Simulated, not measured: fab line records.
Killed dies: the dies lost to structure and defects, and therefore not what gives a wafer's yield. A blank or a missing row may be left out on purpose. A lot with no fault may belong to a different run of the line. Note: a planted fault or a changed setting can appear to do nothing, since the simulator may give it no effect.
What tool caused it? :: flow sfq-line :: 15 lots, 45 wafers sampled, at 1 step of a route of 325

## WHAT EACH GAUGE READ, for each wafer
The record holds no reading of a measuring or inspecting step that can be judged against a usual standard deviation.

## TOOL THAT RAN EACH LOT (tool first, then ch and the chambers of the sampled wafers, then the start)
lot: L305
SFQ_TRILAYER_JJ_CE_LITHO_EXPOSE_115: krf-scanner-02 ch 0, day 60 05:11

lot: L313
SFQ_TRILAYER_JJ_CE_LITHO_EXPOSE_115: krf-scanner-02, day 68 20:52

lot: L314
SFQ_TRILAYER_JJ_CE_LITHO_EXPOSE_115: krf-scanner-01, day 69 03:44

lot: L315
SFQ_TRILAYER_JJ_CE_LITHO_EXPOSE_115: krf-scanner-01, day 69 04:56

lot: L317
SFQ_TRILAYER_JJ_CE_LITHO_EXPOSE_115: krf-scanner-02 ch 0, day 69 16:43

lot: L318
SFQ_TRILAYER_JJ_CE_LITHO_EXPOSE_115: krf-scanner-01 ch 0, day 70 03:38

lot: L319
SFQ_TRILAYER_JJ_CE_LITHO_EXPOSE_115: krf-scanner-01 ch 0, day 70 09:14

lot: L320
SFQ_TRILAYER_JJ_CE_LITHO_EXPOSE_115: krf-scanner-01 ch 0, day 70 21:14

lot: L321
SFQ_TRILAYER_JJ_CE_LITHO_EXPOSE_115: krf-scanner-01 ch 0, day 71 04:26

lot: L322
SFQ_TRILAYER_JJ_CE_LITHO_EXPOSE_115: krf-scanner-01 ch 0, day 71 07:02

lot: L323
SFQ_TRILAYER_JJ_CE_LITHO_EXPOSE_115: krf-scanner-01 ch 0, day 71 08:02

lot: L324
SFQ_TRILAYER_JJ_CE_LITHO_EXPOSE_115: krf-scanner-01 ch 0, day 71 12:02

lot: L325
SFQ_TRILAYER_JJ_CE_LITHO_EXPOSE_115: krf-scanner-01 ch 0, day 71 15:26

lot: L326
SFQ_TRILAYER_JJ_CE_LITHO_EXPOSE_115: krf-scanner-01 ch 0, day 71 20:02

lot: L327
SFQ_TRILAYER_JJ_CE_LITHO_EXPOSE_115: krf-scanner-01 ch 0, day 71 21:26
- SFQ_TRILAYER_JJ_CE_LITHO_EXPOSE_115: exposes mask J5, target cd 700 nm.

## AS READ BY THE TOOLS THEMSELVES (means over the sampled wafers that have a number; for cases with no such wafer, the mark the record gives instead)
SFQ_TRILAYER_JJ_CE_LITHO_EXPOSE_115.
lot: L305
tool: krf-scanner-02
exposure-dose-mJ-cm2: 14.389
focus-offset-nm (nm): 1.0

lot: L313
tool: krf-scanner-02
exposure-dose-mJ-cm2: -
focus-offset-nm (nm): -

lot: L314
tool: krf-scanner-01
exposure-dose-mJ-cm2: -
focus-offset-nm (nm): -

lot: L315
tool: krf-scanner-01
exposure-dose-mJ-cm2: -
focus-offset-nm (nm): -

lot: L317
tool: krf-scanner-02
exposure-dose-mJ-cm2: 14.386
focus-offset-nm (nm): -0.6

lot: L318
tool: krf-scanner-01
exposure-dose-mJ-cm2: 14.397
focus-offset-nm (nm): 0.1

lot: L319
tool: krf-scanner-01
exposure-dose-mJ-cm2: 14.414
focus-offset-nm (nm): -0.2

lot: L320
tool: krf-scanner-01
exposure-dose-mJ-cm2: 14.405
focus-offset-nm (nm): 0.3

lot: L321
tool: krf-scanner-01
exposure-dose-mJ-cm2: 14.393
focus-offset-nm (nm): -0.6

lot: L322
tool: krf-scanner-01
exposure-dose-mJ-cm2: 14.392
focus-offset-nm (nm): -0.1

lot: L323
tool: krf-scanner-01
exposure-dose-mJ-cm2: 14.402
focus-offset-nm (nm): -0.3

lot: L324
tool: krf-scanner-01
exposure-dose-mJ-cm2: 14.397
focus-offset-nm (nm): -0.1

lot: L325
tool: krf-scanner-01
exposure-dose-mJ-cm2: 14.410
focus-offset-nm (nm): 0.1

lot: L326
tool: krf-scanner-01
exposure-dose-mJ-cm2: 14.424
focus-offset-nm (nm): 0.5

lot: L327
tool: krf-scanner-01
exposure-dose-mJ-cm2: 14.401
focus-offset-nm (nm): 1.1

## THE ANSWER, worked out from the rows above alone
Rule: the lots themselves supply what counts as usual. The widest of any qualifying gaps counts: lots, ordered by their means at a reading, are off when they make up no more than a third of the lots, leave a main group of 4 or more, and stand apart from it by 3 or more times the standard deviation of that group's means. A main group is skipped when, at the precision printed for the reading in the tables above, its means are all equal. Also off: a lot with no number at a reading for which 4 or more lots have one. Where the step has rows for the other lots, those lots are counted as sound. Order of review: gauges by route order, followed by the tools' own readings, for which a lot's mean as printed above is used. The first step at which some lot is off is used, and at that step the reading that is off furthest; a lot without a number counts as furthest.
Off: L313, L314, L315 (SFQ_TRILAYER_JJ_CE_LITHO_EXPOSE_115, exposure-dose-mJ-cm2). Without a number there: L313, L314, L315. The main group has a mean of 14.401 with a standard deviation of 0.011.
A tool fits if, at that step or a process step before it, it ran every lot that is off, and no sound lot after the first of them. No candidate that was tried fits.

## WHAT THE SIMULATOR HAD PUT IN
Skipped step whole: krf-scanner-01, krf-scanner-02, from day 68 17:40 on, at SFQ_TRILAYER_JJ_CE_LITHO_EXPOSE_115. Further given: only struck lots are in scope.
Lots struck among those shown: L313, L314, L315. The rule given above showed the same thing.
